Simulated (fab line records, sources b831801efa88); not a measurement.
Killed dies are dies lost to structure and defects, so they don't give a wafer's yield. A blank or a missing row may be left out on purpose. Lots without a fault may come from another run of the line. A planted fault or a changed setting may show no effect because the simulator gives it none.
Which tool did it? | flow sky130 | 13 lots, 37 wafers sampled, at 4 steps of a route of 708

WHAT THE GAUGES READ, wafer by wafer
SKY_SD_N_TW_MEAS_12.
lot  | measured     | on            | SD_N_TW
L810 | day 26 10:05 | film_metro-02 | 4002 3995 4018
L811 | day 28 02:17 | film_metro-04 | 3975 3958 3955
L814 | day 29 20:52 | film_metro-03 | 3941 3939 3945
L815 | day 30 03:13 | film_metro-03 | 3978 3957 3975
L816 | day 30 13:04 | film_metro-02 | 3986 4025 4001
L817 | day 31 02:47 | film_metro-02 | 3998 3992 3993
L818 | day 31 16:26 | film_metro-04 | 3980 4003 3965
L819 | day 31 20:53 | film_metro-03 | 3966 3951 3958
L821 | day 32 09:49 | film_metro-04 | 3995 4040 4009
L825 | day 34 05:53 | film_metro-03 | 3974 3985
L822 | day 34 06:25 | film_metro-03 | 3970 3970 3994
L824 | day 34 07:16 | film_metro-02 | 4023 3993 4004
L830 | day 35 03:31 | film_metro-02 | 3982 3983

WHICH TOOL RAN EACH LOT (tool, then ch and the chambers of the sampled wafers, then the start)
lot  | SKY_POLY_CUT_ETCH_10               | SKY_SD_P_STRIP_10                    | SKY_RES_XHIGH_SOFTBAKE_03
L810 | rie_diel-03 ch 0,1,3, day 22 13:49 | plasma_asher-04 ch 0,1, day 23 21:19 | litho_track-03 ch 0, day 24 13:07
L811 | rie_diel-01 ch 0,2,3, day 24 09:22 | plasma_asher-02 ch 0,1, day 25 15:20 | litho_track-02 ch 0, day 26 06:08
L814 | rie_diel-01 ch 0,2,3, day 26 03:43 | plasma_asher-04 ch 0,1, day 27 09:55 | litho_track-03 ch 0, day 28 00:26
L815 | rie_diel-01 ch 0,3, day 26 11:37   | plasma_asher-04 ch 0,1, day 27 17:07 | litho_track-02 ch 0, day 28 07:48
L816 | rie_diel-03 ch 0,1,2, day 26 20:10 | plasma_asher-02 ch 0,1, day 28 02:19 | litho_track-03 ch 0, day 28 16:34
L817 | rie_diel-02 ch 0,1, day 27 10:31   | plasma_asher-01 ch 0,1, day 28 15:44 | litho_track-04 ch 0, day 29 06:50
L818 | rie_diel-02 ch 1,2, day 28 02:31   | plasma_asher-01 ch 0,1, day 29 07:13 | litho_track-02 ch 0, day 29 21:50
L819 | rie_diel-01 ch 2,3, day 28 05:40   | plasma_asher-02 ch 0,1, day 29 11:14 | litho_track-03 ch 0, day 30 01:13
L821 | rie_diel-02 ch 1,2,3, day 28 20:52 | plasma_asher-02 ch 0,1, day 30 01:37 | litho_track-02 ch 0, day 30 16:18
L825 | rie_diel-01 ch 0,2, day 31 00:16   | plasma_asher-01 ch 1, day 32 04:17   | litho_track-02 ch 0, day 32 16:48
L822 | rie_diel-03 ch 0,3, day 31 00:28   | plasma_asher-04 ch 0,1, day 32 04:16 | litho_track-04 ch 0, day 32 17:09
L824 | rie_diel-01 ch 1,2, day 31 00:37   | plasma_asher-02 ch 0,1, day 32 04:34 | litho_track-03 ch 0, day 32 17:25
L830 | rie_diel-02 ch 1,3, day 31 23:46   | plasma_asher-02 ch 0,1, day 33 02:20 | litho_track-02 ch 0, day 33 14:21
- SKY_POLY_CUT_ETCH_10: etches BARC in N2/H2, stops on SiO2, time 45.9 s, target depth 60 nm.
- SKY_SD_P_STRIP_10: strips in O2/N2.
- SKY_RES_XHIGH_SOFTBAKE_03: time 60 s.

WHAT THE TOOLS THEMSELVES READ (means of the sampled wafers that have a number; where no wafer has one, the mark that the record gives instead)
SKY_POLY_CUT_ETCH_10.
lot  | tool        | drypump_motor_current_A (A) | oes_product_au (a.u.) | throttle_valve_pct (%)
L810 | rie_diel-03 | 5.6                         | 0.858                 | 13.221
L811 | rie_diel-01 | 6.0                         | 0.853                 | 13.233
L814 | rie_diel-01 | 6.0                         | 0.853                 | 13.229
L815 | rie_diel-01 | 6.1                         | 0.854                 | 13.223
L816 | rie_diel-03 | 5.9                         | 0.854                 | 13.227
L817 | rie_diel-02 | 5.9                         | 0.859                 | 13.221
L818 | rie_diel-02 | 6.0                         | 0.856                 | 13.215
L819 | rie_diel-01 | 6.3                         | 0.854                 | 13.221
L821 | rie_diel-02 | 5.9                         | 0.856                 | 13.230
L825 | rie_diel-01 | 5.8                         | 0.851                 | 13.215
L822 | rie_diel-03 | 5.3                         | 0.855                 | 13.220
L824 | rie_diel-01 | 5.8                         | 0.856                 | 13.230
L830 | rie_diel-02 | 6.1                         | 0.851                 | 13.225

SKY_SD_P_STRIP_10.
lot  | tool            | drypump_motor_current_A (A) | oes_product_au (a.u.) | strip_time_to_endpoint_s (s)
L810 | plasma_asher-04 | 5.9                         | 0.617                 | 17.51
L811 | plasma_asher-02 | 6.3                         | 0.615                 | 17.50
L814 | plasma_asher-04 | 5.9                         | 0.619                 | 17.50
L815 | plasma_asher-04 | 5.5                         | 0.617                 | 17.56
L816 | plasma_asher-02 | 6.3                         | 0.617                 | 17.40
L817 | plasma_asher-01 | 5.8                         | 0.622                 | 17.43
L818 | plasma_asher-01 | 5.7                         | 0.617                 | 17.49
L819 | plasma_asher-02 | 6.4                         | 0.617                 | 17.47
L821 | plasma_asher-02 | 6.4                         | 0.614                 | 17.47
L825 | plasma_asher-01 | 5.9                         | 0.619                 | 17.48
L822 | plasma_asher-04 | 5.5                         | 0.614                 | 17.52
L824 | plasma_asher-02 | 6.3                         | 0.619                 | 17.47
L830 | plasma_asher-02 | 6.3                         | 0.621                 | 17.43

SKY_RES_XHIGH_SOFTBAKE_03.
lot  | tool           | run_length_s (s)
L810 | litho_track-03 | 88.85
L811 | litho_track-02 | 89.17
L814 | litho_track-03 | 88.66
L815 | litho_track-02 | 89.21
L816 | litho_track-03 | 88.70
L817 | litho_track-04 | 89.01
L818 | litho_track-02 | 89.21
L819 | litho_track-03 | 88.82
L821 | litho_track-02 | 89.16
L825 | litho_track-02 | 102.67
L822 | litho_track-04 | 89.08
L824 | litho_track-03 | 88.82
L830 | litho_track-02 | 95.81

THE ANSWER, worked out from the rows above alone
Rule: what is usual is taken from the lots themselves. Put in order of their means at a reading, lots are off if they are a third of the lots or fewer, leave a main group of 4 or more, and stand apart from it by a gap of 3 or more times the standard deviation of the main group's means; of several such gaps the widest counts. A main group whose means are all the same, to the digits that the tables above print for the reading, isn't used. A lot without any number at a reading at which 4 lots or more have one is off too. The other lots that the step has rows for count as sound. The gauges are gone through in route order, then the tools' own readings, and for those a lot's mean is taken as printed above. The first step at which some lot is off is used, and at that step the reading that is off furthest; a lot without a number counts as furthest.
Off: L825, L830, at SKY_RES_XHIGH_SOFTBAKE_03 (run_length_s). The main group: mean 88.97 s, standard deviation 0.2.
A tool fits if, at that step or a process step before it, it ran every lot that is off, and no sound lot after the first of them. One fits: litho_track-02 at SKY_RES_XHIGH_SOFTBAKE_03. Its last sound lot is L821 (day 30 16:18), its first lot that is off L825 (day 32 16:48): a fault that began between those two fits.
The tool's own readings at SKY_RES_XHIGH_SOFTBAKE_03 bear it out: on the lots that are off they differ by more than 5 times the standard deviation of the sound lots' means. run_length_s reads 99.24 s there against 88.97 s on the sound lots.

WHAT THE SIMULATOR HAD PUT IN
Process parameter drift: litho_track-02, from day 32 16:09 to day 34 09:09, at SKY_RES_XHIGH_SOFTBAKE_03. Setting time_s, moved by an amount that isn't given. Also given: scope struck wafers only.
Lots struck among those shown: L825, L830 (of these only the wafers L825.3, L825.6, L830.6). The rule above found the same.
